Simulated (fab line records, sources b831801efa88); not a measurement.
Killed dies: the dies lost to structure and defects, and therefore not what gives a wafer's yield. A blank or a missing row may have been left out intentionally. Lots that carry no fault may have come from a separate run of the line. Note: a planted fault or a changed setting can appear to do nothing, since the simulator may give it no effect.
Which tool did it? | flow gf180mcu | 12 lots with 36 wafers sampled at 4 steps, on a route of 602 steps

== WHAT THE GAUGES SHOWED, per wafer ==
GF_NWELL_TW_MEAS_11. Usual: NWELL_TW gives 1575 (standard deviation 19).
lot  | measured    | on            | NWELL_TW       | flag
L705 | day 3 16:20 | film metro-03 | 1588 1577 1582 |
L706 | day 3 20:00 | film metro-04 | 1551 1545 1549 |
L707 | day 3 23:37 | film metro-02 | 1599 1596 1584 |
L708 | day 4 06:29 | film metro-02 | 1713 1702 1717 | OFF
L710 | day 4 15:53 | film metro-02 | 1710 1709 1703 | OFF
L715 | day 5 19:57 | film metro-03 | 1571 1576 1582 |
L720 | day 7 00:13 | film metro-04 | 1561 1559 1559 |
L721 | day 7 05:40 | film metro-04 | 1562 1551 1559 |
L722 | day 7 12:02 | film metro-04 | 1562 1555 1554 |
L723 | day 7 15:44 | film metro-02 | 1609 1611 1611 |
L724 | day 7 21:23 | film metro-03 | 1586 1601 1585 |
L727 | day 8 15:33 | film metro-02 | 1589 1594 1600 |

GF_VT_IMPLANT_RS_MEAS_47: uses a four-point probe to measure. Usual: NWELL_RS gives 488.2 ohm/sq (standard deviation 1.3).
lot  | measured     | on            | NWELL_RS (ohm/sq) | flag
L705 | day 8 00:26  | film metro-03 | 488.8 489.9 489.1 |
L706 | day 8 08:09  | film metro-03 | 488.3 488.0 489.5 |
L707 | day 8 10:42  | film metro-04 | 488.4 486.7 487.3 |
L708 | day 8 18:04  | film metro-04 | 425.5 424.2 424.3 | OFF
L710 | day 9 07:41  | film metro-02 | 424.2 424.2 425.9 | OFF
L715 | day 10 15:12 | film metro-03 | 488.8 487.9 488.3 |
L720 | day 12 03:27 | film metro-03 | 488.3 488.2 488.9 |
L721 | day 12 11:44 | film metro-04 | 488.4 489.2 488.4 |
L722 | day 12 16:43 | film metro-03 | 487.8 485.6 487.2 |
L723 | day 12 23:31 | film metro-03 | 491.4 490.1 490.8 |
L724 | day 13 03:10 | film metro-02 | 487.4 489.3 488.9 |
L727 | day 14 05:59 | film metro-03 | 488.3 489.0 487.4 |

GF_NSD_OVL_MEAS_08. Usual: NSD_OVL gives 0.2 nm (standard deviation 1.4).
lot  | measured     | on         | NSD_OVL (nm)   | flag
L705 | day 13 22:25 | overlay-01 | 2.0 2.7 2.2    |
L706 | day 14 06:17 | overlay-01 | 0.8 1.7 0.7    |
L707 | day 14 10:07 | overlay-01 | -1.3 -1.5 1.0  |
L708 | day 14 22:02 | overlay-02 | 0.5 2.0 2.4    |
L710 | day 15 15:07 | overlay-02 | 0.7 1.9 1.0    |
L715 | day 17 01:00 | overlay-02 | 0.2 -1.5 0.1   |
L720 | day 18 23:52 | overlay-01 | 0.4 -2.6 -0.4  |
L721 | day 19 08:05 | overlay-01 | -2.4 -1.2 -1.7 |
L722 | day 19 14:07 | overlay-01 | 1.5 2.0 1.9    |
L723 | day 19 23:26 | overlay-02 | 0.6 0.0 -0.8   |
L724 | day 20 03:57 | overlay-01 | -1.6 0.5 -0.5  |
L727 | day 21 12:46 | overlay-02 | -2.3 -0.6 -0.8 |

== EACH LOT AND THE TOOL THAT RAN IT (in order: tool; ch and the chambers of the sampled wafers; start) ==
lot  | GF_NWELL_IMPLANT_08
L705 | implanter-02 ch 0, day 3 15:56
L706 | implanter-02 ch 0, day 3 19:36
L707 | implanter-01 ch 0, day 3 23:13
L708 | implanter-02 ch 0, day 4 06:07
L710 | implanter-02 ch 0, day 4 15:31
L715 | implanter-03 ch 0, day 5 19:33
L720 | implanter-01 ch 0, day 6 23:49
L721 | implanter-01 ch 0, day 7 05:17
L722 | implanter-03 ch 0, day 7 11:38
L723 | implanter-01 ch 0, day 7 15:20
L724 | implanter-01 ch 0, day 7 20:59
L727 | implanter-01 ch 0, day 8 15:10
- GF_NWELL_IMPLANT_08

== WHAT THE TOOLS THEMSELVES READ (means of the sampled wafers that have a number; where no wafer has one, the mark that the record gives instead) ==
GF_NWELL_IMPLANT_08. Usual: beam on s 10.01 s, standard deviation 0.2; dose ions cm2 1.5001e+13, standard deviation 1.7e+10; faraday current uA 84.5, standard deviation 1.7.
lot  | tool         | beam on s (s) | dose ions cm2 | faraday current uA | flag
L705 | implanter-02 | 10.09         | 1.5000e+13    | 84.2               |
L706 | implanter-02 | 10.13         | 1.4983e+13    | 83.7               |
L707 | implanter-01 | 10.03         | 1.5014e+13    | 84.5               |
L708 | implanter-02 | 10.00         | 1.9393e+13    | 109.4              | OFF
L710 | implanter-02 | 9.76          | 1.9372e+13    | 111.8              | OFF
L715 | implanter-03 | 10.27         | 1.5006e+13    | 82.5               |
L720 | implanter-01 | 9.79          | 1.4984e+13    | 86.3               |
L721 | implanter-01 | 10.04         | 1.5000e+13    | 84.3               |
L722 | implanter-03 | 10.17         | 1.4994e+13    | 83.1               |
L723 | implanter-01 | 9.97          | 1.5008e+13    | 84.8               |
L724 | implanter-01 | 10.06         | 1.5014e+13    | 83.9               |
L727 | implanter-01 | 10.03         | 1.5021e+13    | 84.2               |

== THE ANSWER, worked out from the rows above alone ==
Rule: a lot is off if the mean of its wafers that have a number lies more than 3 standard deviations from the usual mean. Also off: a lot with no number at a reading for which 4 or more lots have one. All remaining lots with rows at the step are treated as sound. First the gauges in route order, then the tools' own readings, where a lot's mean is used as printed above. At the first step where some lot is off, the reading lying furthest off is the one used; lots without a number count as furthest.
Off: L708, L710, seen at GF_NWELL_TW_MEAS_11 (NWELL_TW).
A tool fits if, at a process step before that reading, it ran every lot that is off, and no sound lot after the first of them. Not tried: the gauges at GF_NWELL_TW_MEAS_11; whatever is off there is also off at GF_NWELL_IMPLANT_08, on other tools, and gauge error can't account for it. One fits: implanter-02 at GF_NWELL_IMPLANT_08. A fault onset in the window from L706 (day 3 19:36, its last sound lot) to L708 (day 4 06:07, its first lot off) fits.
The tool's own readings at GF_NWELL_IMPLANT_08 bear it out: on the lots that are off they differ by more than 5 times the standard deviation of the sound lots' means. dose ions cm2 reads 1.9382e+13 there against 1.5002e+13 on the sound lots; faraday current uA reads 110.6 there against 84.2 on the sound lots.

== WHAT THE SIMULATOR PUT IN ==
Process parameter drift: implanter-02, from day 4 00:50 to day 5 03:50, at GF_NWELL_IMPLANT_08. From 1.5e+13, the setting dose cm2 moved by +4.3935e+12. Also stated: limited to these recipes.
Struck lots among those shown: L708, L710. Same finding as the rule above.
